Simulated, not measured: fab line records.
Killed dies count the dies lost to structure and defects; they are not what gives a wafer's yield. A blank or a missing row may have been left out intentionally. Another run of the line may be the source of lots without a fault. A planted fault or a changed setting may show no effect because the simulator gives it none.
Which tool did it? :: flow sky130 :: 39 wafers from 13 lots sampled at 4 of the route's 708 steps

## WHAT EACH GAUGE READ, for each wafer
SKY_LDD_N_TW_MEAS_17.
lot: L660
measured: day 17 11:24
on: film-metro-02
LDD_N_TW: 2616 2639 2633

lot: L662
measured: day 18 22:29
on: film-metro-03
LDD_N_TW: 2611 2590 2599

lot: L663
measured: day 19 03:57
on: film-metro-03
LDD_N_TW: 2579 2572 2577

lot: L665
measured: day 19 05:32
on: film-metro-02
LDD_N_TW: 2628 2630 2631

lot: L664
measured: day 19 08:22
on: film-metro-01
LDD_N_TW: 2605 2595 2603

lot: L670
measured: day 21 04:40
on: film-metro-01
LDD_N_TW: 2611 2614 2608

lot: L669
measured: day 21 06:57
on: film-metro-02
LDD_N_TW: 2630 2635 2628

lot: L671
measured: day 21 13:01
on: film-metro-02
LDD_N_TW: 2623 2621 2616

lot: L674
measured: day 22 20:35
on: film-metro-02
LDD_N_TW: 2644 2633 2646

lot: L675
measured: day 23 06:55
on: film-metro-02
LDD_N_TW: 2643 2640 2634

lot: L679
measured: day 24 19:37
on: film-metro-01
LDD_N_TW: 2592 2610 2607

lot: L681
measured: day 26 08:36
on: film-metro-02
LDD_N_TW: 2641 2625 2619

lot: L683
measured: day 27 03:13
on: film-metro-02
LDD_N_TW: 2636 2644 2630

SKY_CONTACT_THK_MEAS_26: measures by xrf.
lot: L660
measured: day 31 10:29
on: film-metro-03
CONTACT_W_THK (nm): 334 323 325

lot: L662
measured: day 32 19:47
on: film-metro-03
CONTACT_W_THK (nm): 339 339 329

lot: L663
measured: day 32 21:02
on: film-metro-03
CONTACT_W_THK (nm): 336 323 328

lot: L665
measured: day 33 00:12
on: film-metro-02
CONTACT_W_THK (nm): 334 342 330

lot: L664
measured: day 33 03:56
on: film-metro-03
CONTACT_W_THK (nm): 333 340 332

lot: L670
measured: day 34 15:04
on: film-metro-01
CONTACT_W_THK (nm): 342 336 343

lot: L669
measured: day 34 18:45
on: film-metro-02
CONTACT_W_THK (nm): 339 338 339

lot: L671
measured: day 34 21:11
on: film-metro-03
CONTACT_W_THK (nm): 333 336 334

lot: L674
measured: day 36 01:44
on: film-metro-02
CONTACT_W_THK (nm): 334 335 334

lot: L675
measured: day 36 08:56
on: film-metro-01
CONTACT_W_THK (nm): 340 326 325

lot: L679
measured: day 37 20:35
on: film-metro-01
CONTACT_W_THK (nm): 328 333 330

lot: L681
measured: day 39 01:53
on: film-metro-02
CONTACT_W_THK (nm): 340 339 346

lot: L683
measured: day 39 16:47
on: film-metro-03
CONTACT_W_THK (nm): 332 326 329

## WHICH TOOL RAN EACH LOT (tool, then ch and the chambers of the sampled wafers, then the start)
lot: L660
SKY_LDD_HVP_EXPOSE_04: iline-stepper-02 ch 0, day 20 15:25
SKY_CONTACT_SPUTTER_23: pvd-sputter-01, day 31 10:12

lot: L662
SKY_LDD_HVP_EXPOSE_04: iline-stepper-01 ch 0, day 22 04:01
SKY_CONTACT_SPUTTER_23: pvd-sputter-03, day 32 19:30

lot: L663
SKY_LDD_HVP_EXPOSE_04: iline-stepper-01 ch 0, day 22 09:43
SKY_CONTACT_SPUTTER_23: pvd-sputter-01, day 32 20:44

lot: L665
SKY_LDD_HVP_EXPOSE_04: iline-stepper-01 ch 0, day 22 12:12
SKY_CONTACT_SPUTTER_23: pvd-sputter-03, day 32 23:53

lot: L664
SKY_LDD_HVP_EXPOSE_04: iline-stepper-02 ch 0, day 22 15:25
SKY_CONTACT_SPUTTER_23: pvd-sputter-03, day 33 03:38

lot: L670
SKY_LDD_HVP_EXPOSE_04: iline-stepper-01 ch 0, day 24 08:44
SKY_CONTACT_SPUTTER_23: pvd-sputter-02, day 34 14:39

lot: L669
SKY_LDD_HVP_EXPOSE_04: iline-stepper-02 ch 0, day 24 11:32
SKY_CONTACT_SPUTTER_23: pvd-sputter-02, day 34 18:21

lot: L671
SKY_LDD_HVP_EXPOSE_04: iline-stepper-02 ch 0, day 24 15:25
SKY_CONTACT_SPUTTER_23: pvd-sputter-01, day 34 20:54

lot: L674
SKY_LDD_HVP_EXPOSE_04: iline-stepper-01 ch 0, day 25 22:14
SKY_CONTACT_SPUTTER_23: pvd-sputter-02, day 36 01:27

lot: L675
SKY_LDD_HVP_EXPOSE_04: iline-stepper-01 ch 0, day 26 09:11
SKY_CONTACT_SPUTTER_23: pvd-sputter-02, day 36 08:38

lot: L679
SKY_LDD_HVP_EXPOSE_04: iline-stepper-02 ch 0, day 27 22:14
SKY_CONTACT_SPUTTER_23: pvd-sputter-02, day 37 20:17

lot: L681
SKY_LDD_HVP_EXPOSE_04: iline-stepper-02 ch 0, day 29 07:41
SKY_CONTACT_SPUTTER_23: pvd-sputter-03, day 39 01:35

lot: L683
SKY_LDD_HVP_EXPOSE_04: iline-stepper-02 ch 0, day 30 01:58
SKY_CONTACT_SPUTTER_23: pvd-sputter-03, day 39 16:29
- SKY_LDD_HVP_EXPOSE_04: exposes mask HVPTM, target cd 700 nm.
- SKY_CONTACT_SPUTTER_23: material TiN, target thk 20 nm, time 80 s.

## AS READ BY THE TOOLS THEMSELVES (means over the sampled wafers that have a number; for cases with no such wafer, the mark the record gives instead)
SKY_LDD_HVP_EXPOSE_04.
lot: L660
tool: iline-stepper-02
focus-offset-nm (nm): 0.3

lot: L662
tool: iline-stepper-01
focus-offset-nm (nm): 0.4

lot: L663
tool: iline-stepper-01
focus-offset-nm (nm): -0.2

lot: L665
tool: iline-stepper-01
focus-offset-nm (nm): -0.4

lot: L664
tool: iline-stepper-02
focus-offset-nm (nm): -0.3

lot: L670
tool: iline-stepper-01
focus-offset-nm (nm): -0.4

lot: L669
tool: iline-stepper-02
focus-offset-nm (nm): -0.5

lot: L671
tool: iline-stepper-02
focus-offset-nm (nm): -0.1

lot: L674
tool: iline-stepper-01
focus-offset-nm (nm): -0.2

lot: L675
tool: iline-stepper-01
focus-offset-nm (nm): -0.0

lot: L679
tool: iline-stepper-02
focus-offset-nm (nm): -0.5

lot: L681
tool: iline-stepper-02
focus-offset-nm (nm): 0.4

lot: L683
tool: iline-stepper-02
focus-offset-nm (nm): 0.4

SKY_CONTACT_SPUTTER_23.
lot: L660
tool: pvd-sputter-01
throttle-valve-pct (%): 31.1

lot: L662
tool: pvd-sputter-03
throttle-valve-pct (%): 30.2

lot: L663
tool: pvd-sputter-01
throttle-valve-pct (%): 30.7

lot: L665
tool: pvd-sputter-03
throttle-valve-pct (%): 29.7

lot: L664
tool: pvd-sputter-03
throttle-valve-pct (%): 29.5

lot: L670
tool: pvd-sputter-02
throttle-valve-pct (%): 30.7

lot: L669
tool: pvd-sputter-02
throttle-valve-pct (%): 30.8

lot: L671
tool: pvd-sputter-01
throttle-valve-pct (%): 30.3

lot: L674
tool: pvd-sputter-02
throttle-valve-pct (%): 30.9

lot: L675
tool: pvd-sputter-02
throttle-valve-pct (%): 30.9

lot: L679
tool: pvd-sputter-02
throttle-valve-pct (%): 30.3

lot: L681
tool: pvd-sputter-03
throttle-valve-pct (%): 29.8

lot: L683
tool: pvd-sputter-03
throttle-valve-pct (%): 30.0

## THE ANSWER, worked out from the rows above alone
Rule: what is usual is taken from the lots themselves. Put in order of their means at a reading, lots are off if they are a third of the lots or fewer, leave a main group of 4 or more, and stand apart from it by a gap of 3 or more times the standard deviation of the main group's means; of several such gaps the widest counts. Not used: any main group whose means are identical at the precision the tables above print for the reading. Also off: a lot with no number at a reading for which 4 or more lots have one. Any other lot the step has rows for is counted as sound. Order of review: gauges by route order, followed by the tools' own readings, for which a lot's mean as printed above is used. At the first step where some lot is off, the reading lying furthest off is the one used; lots without a number count as furthest.
None of the lots is off at any reading shown; this tells nothing.

## WHAT HAD BEEN PUT IN BY THE SIMULATOR
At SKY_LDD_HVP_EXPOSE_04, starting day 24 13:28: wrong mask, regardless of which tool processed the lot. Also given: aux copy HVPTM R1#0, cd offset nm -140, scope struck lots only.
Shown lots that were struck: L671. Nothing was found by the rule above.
